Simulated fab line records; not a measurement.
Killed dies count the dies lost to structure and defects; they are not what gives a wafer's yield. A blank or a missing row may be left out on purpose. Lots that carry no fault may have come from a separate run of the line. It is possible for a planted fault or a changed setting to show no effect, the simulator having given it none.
Chamber matching | flow gf180mcu | 4 sister chambers for GF_V3_ETCH_16 on rie_diel-02
The step etches BARC in N2/H2. 4 wafers are shown with their chamber, then 10 later ones without.

== WAFERS, EACH WITH ITS CHAMBER ==
wafer  | chamber | drypump_motor_current_A (A)
L077.4 | 2       | 6.3
L087.3 | 0       | 5.2
L089.2 | 1       | 5.4
L089.3 | 3       | 5.0

== WAFERS WITH NO CHAMBER GIVEN ==
wafer  | drypump_motor_current_A (A)
L089.5 | 5.0
L091.2 | 5.4
L091.4 | 5.3
L091.5 | 6.2
L092.2 | 5.0
L092.3 | 5.3
L092.6 | 5.3
L094.1 | 5.0
L094.4 | 5.4
L094.5 | 6.3

== CHAMBER TAKEN BY EACH ==
wafer  | from the rows above     | in truth
L089.5 | 3                       | 3
L091.2 | 1                       | 1
L091.4 | can't be placed: 0 or 1 | 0
L091.5 | 2                       | 2
L092.2 | 3                       | 3
L092.3 | can't be placed: 0 or 1 | 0
L092.6 | can't be placed: 0 or 1 | 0
L094.1 | 3                       | 3
L094.4 | 1                       | 1
L094.5 | 2                       | 2
7 of 10 placed correctly. Cannot be placed on the basis of these rows: 3; the candidates contain the true chamber in 3. 0 placed wrongly.
How it was worked out, from the rows above alone: a wafer's distance from a chamber is the root of the sum, over the readings, of the square of ((its reading less the chamber's mean) divided by the reading's scatter). The wafer belongs to the nearest chamber; if the next one is less than 2 further off, it can't be placed. The mean given for a chamber averages the wafers shown for that chamber. The scatter: with one shown wafer a chamber, the root of the mean of the squares of how far each hidden wafer lies from its nearest shown one.
